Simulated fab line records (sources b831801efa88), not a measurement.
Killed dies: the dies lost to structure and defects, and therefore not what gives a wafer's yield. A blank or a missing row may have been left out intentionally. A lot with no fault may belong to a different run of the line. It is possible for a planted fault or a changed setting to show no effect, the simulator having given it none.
Chamber matching :: flow gf180mcu :: rieSi-02 running GF_STI_ETCH_14: 4 sister chambers
The step etches Si in HBr/Cl2/O2, target depth 360 nm, time 102.9 s. 8 wafers are shown with their chamber, then 8 later ones without.

## EACH WAFER AND ITS CHAMBER
wafer: L452.3
chamber: 0
oesProductAu (a.u.): 1.009
throttleValvePct (%): 25.639

wafer: L452.5
chamber: 0
oesProductAu (a.u.): 1.004
throttleValvePct (%): 25.633

wafer: L453.1
chamber: 1
oesProductAu (a.u.): 1.010
throttleValvePct (%): 25.621

wafer: L453.6
chamber: 1
oesProductAu (a.u.): 1.010
throttleValvePct (%): 25.664

wafer: L454.1
chamber: 2
oesProductAu (a.u.): 1.000
throttleValvePct (%): 25.661

wafer: L454.5
chamber: 2
oesProductAu (a.u.): 0.999
throttleValvePct (%): 25.644

wafer: L454.6
chamber: 3
oesProductAu (a.u.): 0.991
throttleValvePct (%): 25.672

wafer: L457.2
chamber: 3
oesProductAu (a.u.): 0.989
throttleValvePct (%): 25.669

## WAFERS WITH NO CHAMBER GIVEN
wafer: L457.3
oesProductAu (a.u.): 1.007
throttleValvePct (%): 25.661

wafer: L457.5
oesProductAu (a.u.): 0.998
throttleValvePct (%): 25.658

wafer: L466.1
oesProductAu (a.u.): 1.002
throttleValvePct (%): 25.676

wafer: L466.5
oesProductAu (a.u.): 1.014
throttleValvePct (%): 25.663

wafer: L466.6
oesProductAu (a.u.): 1.005
throttleValvePct (%): 25.650

wafer: L469.4
oesProductAu (a.u.): 0.976
throttleValvePct (%): 25.669

wafer: L469.5
oesProductAu (a.u.): 1.002
throttleValvePct (%): 25.660

wafer: L469.6
oesProductAu (a.u.): 0.998
throttleValvePct (%): 25.656

## CHAMBER TAKEN BY EACH
wafer: L457.3
from the rows above: can't be placed: 0 or 1
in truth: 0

wafer: L457.5
from the rows above: 2
in truth: 2

wafer: L466.1
from the rows above: can't be placed: 2 or 0
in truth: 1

wafer: L466.5
from the rows above: can't be placed: 1 or 0
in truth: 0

wafer: L466.6
from the rows above: can't be placed: 0 or 1 or 2
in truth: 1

wafer: L469.4
from the rows above: 3
in truth: 3

wafer: L469.5
from the rows above: can't be placed: 2 or 0
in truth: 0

wafer: L469.6
from the rows above: 2
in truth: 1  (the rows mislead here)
Placed correctly: 2 of 8. Not placeable from these rows: 5 (in 4, the candidates include the true chamber). Wrongly placed: 1.
How it was worked out, from the rows above alone: a wafer's distance from a chamber is the root of the sum, over the readings, of the square of ((its reading less the chamber's mean) divided by the reading's scatter). If the next closest chamber is less than 2 further off than the closest, the wafer can't be placed; otherwise it belongs to the closest. The mean given for a chamber averages the wafers shown for that chamber. How the scatter is found: for the shown wafers, subtract from each reading the mean of its chamber, square and add these, divide the total by (wafers less chambers), then take the root.
